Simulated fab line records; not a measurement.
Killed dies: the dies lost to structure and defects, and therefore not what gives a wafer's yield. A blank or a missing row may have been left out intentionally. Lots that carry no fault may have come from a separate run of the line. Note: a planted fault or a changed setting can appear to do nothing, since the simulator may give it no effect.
Which tool is to blame? ; flow sky130 ; 6 lots (18 wafers sampled), 1 step of a 708-step route

== WHAT THE GAUGES SHOWED, per wafer ==
SKY_PWDE_OVL_MEAS_07.
lot;measured;on;PWDE_OVL (nm)
L758;day 4 10:28;overlay-02;-0.5 0.1 -0.3
L760;day 4 19:16;overlay-02;0.7 1.2 0.6
L764;day 5 19:56;overlay-02;1.3 2.4 0.7
L771;day 7 07:04;overlay-01;-2.9 0.6 -0.9
L773;day 7 19:44;overlay-01;-2.6 -2.5 -2.4
L777;day 8 19:28;overlay-02;-0.6 -1.1 -0.2

== EACH LOT AND THE TOOL THAT RAN IT (in order: tool; ch and the chambers of the sampled wafers; start) ==
The record holds no process step before these readings.

== THE ANSWER, worked out from the rows above alone ==
Rule: the usual values come from the lots themselves. Put in order of their means at a reading, lots are off if they are a third of the lots or fewer, leave a main group of 4 or more, and stand apart from it by a gap of 3 or more times the standard deviation of the main group's means; of several such gaps the widest counts. If all means in a main group match to the digits the tables above print for the reading, that group is not used. A lot without any number at a reading at which 4 lots or more have one is off too. All remaining lots with rows at the step are treated as sound.
Across all readings shown, no lot is off: no conclusion can be drawn from this.

== WHAT THE SIMULATOR HAD INSERTED ==
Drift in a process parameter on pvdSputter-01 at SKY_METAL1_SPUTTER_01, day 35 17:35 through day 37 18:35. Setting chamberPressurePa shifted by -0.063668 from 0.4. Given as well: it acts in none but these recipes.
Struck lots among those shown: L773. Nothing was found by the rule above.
